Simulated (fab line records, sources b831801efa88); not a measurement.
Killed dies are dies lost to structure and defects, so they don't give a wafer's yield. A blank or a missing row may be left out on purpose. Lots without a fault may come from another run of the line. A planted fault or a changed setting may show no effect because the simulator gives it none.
fab line records | flow sky130
record lots=12 wafers=36 last_day=49
route steps=708 shown FIELD_ISO@18 VT_ADJUST_PCH@152 METAL1@450 VIA1@481 PAD_OPEN@708
lots that met no fault: from a run of the same line without faults
start_h: hours from the record's first day to the start of the lot's first wafer shown | wait_h: hours since the lot's step before | " the same as in the row above | L1.1+2: a row that stands for several wafers | - no value, or no start given | * or withheld: withheld | < > ~ a bound
route shown NAME@n: a module of which the file shows steps, and the number in the route of the first | usual: mean/standard deviation of fault-free wafers | same: alike in all rows | chamber/n: place in a boat | sites: the reading at each site | _std_site: their standard deviation | _edge_site: outer sites' mean less inner sites' | radius_mm: how far each site lies from the wafer's centre | mask NAME#n: copy n | behind: the tool/chamber that last shaped the wafer | hold: why the lot was held/for how many hours/how that ended | device: the transistor (n, p or np) that didn't switch | end of line: the same wafers' tests at the end of the route | a step without rows: its recipe alone | killed: dies lost to structure and defects at the first sort, not the wafer's yield | map: a wafer's dies, x killed, . not, _ none there
set.NAME: the setting as run; set.NAME@STEP: as run at that earlier step | model.NAME: the simulator's own value behind a step, which no gauge read
steps of the route over a sample of lots; a table a step, a row a wafer
services: from which hour (start_h, from the record's first day; less than 0 if before it) a tool's chamber was out of use, for how many hours, and why
## steps
# step SKY_FIELD_ISO_ETCH_17
# recipe target_depth_a=3420 mask_material=Si3N4 chemistry=HBr/Cl2/O2 target=Si taper_deg=5 icp_w=600 bias_w=150 pressure_mtorr=15 HBr_flow_sccm=150 Cl2_flow_sccm=40 O2_flow_sccm=6 time_s=97.7
# usual bias_w=150.0/0.49 drypump_motor_current_A=5.8/0.45 oes_product_au=0.991/0.012 run_length_s=126.1/0.43 throttle_valve_pct=25.663/0.011
# columns lot.wafer tool chamber start_h wait_h bias_w drypump_motor_current_A oes_product_au rf_hours_counter_h run_length_s throttle_valve_pct
L733.3 rie_si-02 1 28.98 0.0 150.8 5.7 0.981 13 125.6 25.650
L733.4 " 3 " " 150.6 6.0 0.979 128 126.1 25.659
L733.5 " 3 " " 150.3 6.1 0.980 - 126.3 25.678
L734.4 rie_si-02 1 35.03 0.0 149.8 5.7 0.978 13 125.6 25.673
L734.5 " 3 " " 149.5 6.0 0.981 - 126.0 25.659
L734.6 " 0 " " 149.1 6.4 0.986 - 126.8 25.663
L735.1 rie_si-01 3 37.95 0.1 150.1 5.8 0.991 0 125.9 25.669
L735.3 " 1 " " 149.5 6.0 0.965 26 126.3 25.669
L735.5 " 3 " " 149.9 5.8 1.005 - 126.1 25.654
L736.3 rie_si-01 0 45.48 0.0 149.6 5.9 1.008 126 126.4 25.642
L736.5 " 3 " " 150.1 5.8 0.996 - 125.7 25.660
L736.6 " 2 " " 149.4 4.7 0.985 - 125.7 25.659
L739.2 rie_si-02 2 62.13 0.1 150.9 5.5 0.999 46 126.2 25.673
L739.3 " 3 " " 150.3 6.1 0.990 129 126.0 25.671
L739.6 " 1 " " 149.3 5.7 0.991 - 125.7 25.669
L740.1 rie_si-01 3 66.38 0.1 150.3 5.8 1.009 0 125.7 25.658
L740.2 " 2 " " 149.8 4.8 0.991 12 126.2 25.647
L740.4 " 0 " " 148.9 5.9 1.019 126 126.2 25.649
L741.1 rie_si-01 0 70.18 0.1 150.5 5.9 1.009 127 126.0 25.641
L741.3 " 2 " " 149.8 4.7 0.993 12 125.7 25.656
L741.6 " 0 " " 150.4 6.0 1.025 - 126.3 25.640
L744.1 rie_si-01 2 85.08 0.1 150.8 4.7 0.991 12 125.9 25.668
L744.5 " 1 " " 149.8 6.0 0.983 - 126.2 25.656
L744.6 " 0 " " 150.5 5.9 1.012 - 126.4 25.645
L745.1 rie_si-02 3 89.75 0.1 149.7 6.0 0.994 129 126.7 25.668
L745.2 " 1 " " 150.0 5.7 0.997 14 125.7 25.664
L745.5 " 1 " " 150.5 5.7 0.996 - 126.1 25.660
L749.1 rie_si-02 1 113.55 0.1 150.0 5.7 0.978 14 125.9 25.658
L749.4 " 3 " " - 6.0 0.991 129 78.2 25.676
L749.6 " 0 " " 148.8 6.4 0.993 - 126.9 25.653
L750.1 rie_si-01 1 117.43 0.1 150.4 5.9 0.978 27 126.9 25.664
L750.2 " 2 " " 150.7 4.7 0.987 13 125.3 25.663
L750.3 " 0 " " 149.5 5.9 1.001 127 126.1 25.662
L752.1 rie_si-01 1 128.10 0.1 148.8 6.0 0.976 27 126.4 25.667
L752.2 " 0 " " 149.2 5.9 1.000 127 126.8 25.657
L752.5 " 2 " " 149.8 4.7 0.993 - 125.4 25.671
# step SKY_VT_ADJUST_PCH_STRIP_09
# recipe chemistry=O2/N2 power_w=1415 pressure_mtorr=1500 platen_temp_c=withheld o2_flow_sccm=3000 n2_flow_sccm=300 overash_fraction=0.5
# usual drypump_motor_current_A=5.8/0.65 oes_product_au=0.727/0.0043 strip_time_to_endpoint_s=36.55/0.11
# columns lot.wafer tool chamber start_h wait_h drypump_motor_current_A oes_product_au rf_hours_counter_h strip_time_to_endpoint_s
L733.3 plasma_asher-04 1 221.98 0.1 6.1 0.726 - 36.74
L733.4 " 0 " " 6.7 0.731 - 36.62
L733.5 " 0 " " 6.7 0.729 - 36.76
L734.4 plasma_asher-01 0 238.38 0.1 5.4 0.729 - 36.46
L734.5 " 1 " " 5.0 0.727 - 36.55
L734.6 " 0 " " 5.4 0.715 - 36.55
L735.1 plasma_asher-02 1 239.95 0.1 6.7 0.731 56 36.52
L735.3 " 1 " " 6.7 0.731 - 36.56
L735.5 " 0 " " 5.5 0.732 - 36.49
L736.3 plasma_asher-04 0 248.98 0.1 6.7 0.730 - 36.52
L736.5 " 1 " " 6.0 0.734 - 36.48
L736.6 " 0 " " 6.7 0.731 - 36.49
L739.2 plasma_asher-01 0 272.50 0.1 5.4 0.719 47 36.72
L739.3 " 0 " " 5.4 0.732 - 36.62
L739.6 " 0 " " 5.4 0.731 - 36.68
L740.1 plasma_asher-01 1 279.19 0.1 5.0 0.731 47 36.50
L740.2 " 0 " " 5.4 0.731 47 36.66
L740.4 " 0 " " 5.4 0.729 - 36.53
L741.1 plasma_asher-04 1 287.56 0.1 6.1 0.721 15 36.54
L741.3 " 0 " " 6.7 0.725 - 36.47
L741.6 " 0 " " 6.7 0.723 - 36.54
L744.1 plasma_asher-01 0 314.50 0.1 5.4 0.724 51 36.51
L744.5 " 0 " " 5.4 0.725 - 36.52
L744.6 " 1 " " 5.0 0.730 - 36.48
L745.1 plasma_asher-02 1 316.34 0.1 6.6 0.727 62 36.33
L745.2 " 0 " " 5.5 0.736 62 36.41
L745.5 " 1 " " 6.7 0.724 - 36.32
L749.1 plasma_asher-02 1 352.11 0.1 6.7 0.722 66 36.52
L749.4 " 1 " " 6.7 0.725 - 36.62
L749.6 " 0 " " 5.5 0.728 - 36.46
L750.1 plasma_asher-04 1 358.64 0.1 6.1 0.723 22 36.64
L750.2 " 0 " " 6.7 0.727 22 36.59
L750.3 " 1 " " 6.1 0.733 - 36.66
L752.1 plasma_asher-01 0 371.89 0.1 5.4 0.731 57 36.70
L752.2 " 1 " " 5.0 0.730 57 36.71
L752.5 " 1 " " 5.0 0.727 - 36.71
# step SKY_METAL1_OVL_MEAS_16
# usual METAL1_OVL=-2/5.3
# columns lot.wafer tool chamber start_h wait_h METAL1_OVL[nm]
L733.3 overlay-02 - 755.75 0.1 -5
L733.4 " - " " 2
L733.5 " - " " 2
L734.4 overlay-01 - 773.05 0.1 -2
L734.5 " - " " 0
L734.6 " - " " -5
L735.1 overlay-01 - 775.97 0.1 -2
L735.3 " - " " -5
L735.5 " - " " -6
L736.3 overlay-01 - 791.89 0.1 -2
L736.5 " - " " -8
L736.6 " - " " 4
L739.2 overlay-02 - 810.54 0.1 -15
L739.3 " - " " -6
L739.6 " - " " -9
L740.1 overlay-02 - 818.81 0.1 -5
L740.2 " - " " -1
L740.4 " - " " 5
L741.1 overlay-02 - 840.04 0.1 -4
L741.3 " - " " -5
L741.6 " - " " 1
L744.1 overlay-01 - 853.57 0.1 -4
L744.5 " - " " -5
L744.6 " - " " -1
L745.1 overlay-02 - 858.19 0.1 1
L745.2 " - " " -12
L745.5 " - " " -4
L749.1 overlay-02 - 889.63 0.1 -5
L749.4 " - " " 0
L749.6 " - " " -4
L750.1 overlay-02 - 897.23 0.1 7
L750.2 " - " " -2
L750.3 " - " " 1
L752.1 overlay-02 - 906.67 0.1 -8
L752.2 " - " " -8
L752.5 " - " " -10
# step SKY_VIA1_THK_MEAS_23
# recipe thk_meas_gauge=xrf reads=W_of_VIA1_CVD_21
# usual VIA1_W_THK=274/5.8
# columns lot.wafer tool chamber start_h wait_h VIA1_W_THK[nm]
L733.3 film_metro-03 - 784.89 0.1 268
L733.4 " - " " 269
L733.5 " - " " 265
L734.4 film_metro-01 - 801.85 0.1 275
L734.5 " - " " 277
L734.6 " - " " 283
L735.1 film_metro-01 - 805.13 0.1 275
L735.3 " - " " 273
L735.5 " - " " 276
L736.3 film_metro-02 - 820.89 0.1 273
L736.5 " - " " 279
L736.6 " - " " 275
L739.2 film_metro-01 - 839.31 0.1 279
L739.3 " - " " 279
L739.6 " - " " 279
L740.1 film_metro-03 - 848.02 0.1 277
L740.2 " - " " 287
L740.4 " - " " 273
L741.1 film_metro-01 - 869.48 0.1 273
L741.3 " - " " 270
L741.6 " - " " 272
L744.1 film_metro-02 - 880.97 0.1 275
L744.5 " - " " 266
L744.6 " - " " 277
L745.1 film_metro-02 - 886.24 0.1 274
L745.2 " - " " 269
L745.5 " - " " 266
L749.1 film_metro-02 - 916.75 0.1 275
L749.4 " - " " 266
L749.6 " - " " 266
L750.1 film_metro-03 - 924.39 0.1 273
L750.2 " - " " 281
L750.3 " - " " 272
L752.1 film_metro-01 - 934.64 0.1 268
L752.2 " - " " 274
L752.5 " - " " 280
# step SKY_PAD_OPEN_PROBE_99
# usual killed_at_M0_to_M3=44/7.9 killed_at_M4_up=3.1/2 killed_at_contacts=23/4.9 killed_at_front_end=15/3.9 killed_at_other=0.2/0.49 killed_dies=86/10 killed_open=47/7.1 killed_short=39/7.1
# same gross_dies=492 killed_at_back_side=0
# columns lot.wafer tool chamber start_h wait_h killed_at_M0_to_M3 killed_at_M4_up killed_at_contacts killed_at_front_end killed_at_other killed_dies killed_open killed_short
L744.1 prober-01 - 1142.82 0.1 45 3 24 11 1 84 46 37
L744.5 prober-01 - 1143.02 0.2 44 5 24 16 0 89 44 44
L744.6 prober-01 - 1143.07 0.2 39 0 23 16 0 78 52 26
# killed by level:class
L744.1 CONTACT:geometric_particle:open=10 VIA1:geometric_particle:open=10 VIA3:geometric_particle:open=10 LI_CONTACT:geometric_particle:open=6 METAL1:geometric_particle:short=6 CONTACT:geometric_particle:short=5 VIA1:geometric_particle:short=5 FIELD_ISO:geometric_particle:open=4
L744.5 VIA1:geometric_particle:open=12 CONTACT:geometric_particle:short=8 VIA1:geometric_particle:short=8 FIELD_ISO:geometric_particle:short=7 CONTACT:geometric_particle:open=7 FIELD_ISO:geometric_particle:open=6 VIA3:geometric_particle:short=5 VIA3:geometric_particle:open=5
L744.6 VIA3:geometric_particle:open=10 VIA1:geometric_particle:open=9 CONTACT:geometric_particle:open=8 FIELD_ISO:geometric_particle:open=7 CONTACT:geometric_particle:short=5 LI_CONTACT:geometric_particle:open=4 METAL1:geometric_particle:short=4 METAL2:geometric_particle:short=4
## services
# columns tool chamber start_h hours kind
plasma_asher-02 - 23.82 1.3 repair
plasma_asher-04 - 46.68 0.6 repair
plasma_asher-04 - 73.69 0.5 repair
plasma_asher-02 - 81.77 1.3 repair
plasma_asher-04 - 96.85 21.6 repair
plasma_asher-04 - 118.45 9.0 pm
plasma_asher-04 0 118.45 9.0 vent_cycle
plasma_asher-04 1 118.45 9.0 vent_cycle
plasma_asher-04 0 127.45 - clean
rie_si-01 - 130.69 15.6 pm
rie_si-02 1 159.94 7.2 repair
rie_si-02 3 172.73 - clean
rie_si-02 3 172.73 24.2 scheduled_down
rie_si-02 3 172.73 24.2 vent_cycle
plasma_asher-04 - 177.69 2.6 repair
rie_si-01 0 181.09 - clean
rie_si-01 0 181.09 21.8 scheduled_down
rie_si-01 0 181.09 21.8 vent_cycle
rie_si-01 3 191.52 4.1 repair
rie_si-01 3 201.19 5.7 repair
plasma_asher-02 - 256.13 7.1 repair
rie_si-01 3 305.08 1.9 repair
plasma_asher-04 - 306.27 1.4 repair
plasma_asher-01 - 327.62 1.0 repair
## key
first_sign step=SKY_FIELD_ISO_ETCH_17 reading=run_length_s direction=down sigmas=99+ usual=* struck=*
effect none on later readings
met_at SKY_FIELD_ISO_ETCH_17
struck_lots L749
struck_wafers L749.4
tester_left_out L749
not_acting_at SKY_VT_ADJUST_PCH_STRIP_09,SKY_METAL1_OVL_MEAS_16,SKY_VIA1_THK_MEAS_23
onset_between 89.75 113.55
fault kind=process_parameter_drift tool=rie_si-02 chamber=3 onset_h=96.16 steps=SKY_FIELD_ISO_ETCH_17 channel=time_s offset=* shape=step end_h=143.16 acts_in=* stated=*
# tester_left_out: of these lots the tester's yield and bins aren't shown, on N5 and GAA mostly nor the transistor test; their killed dies are dies lost to structure and defects alone, not to doping, threshold or leakage, so they don't give the yield
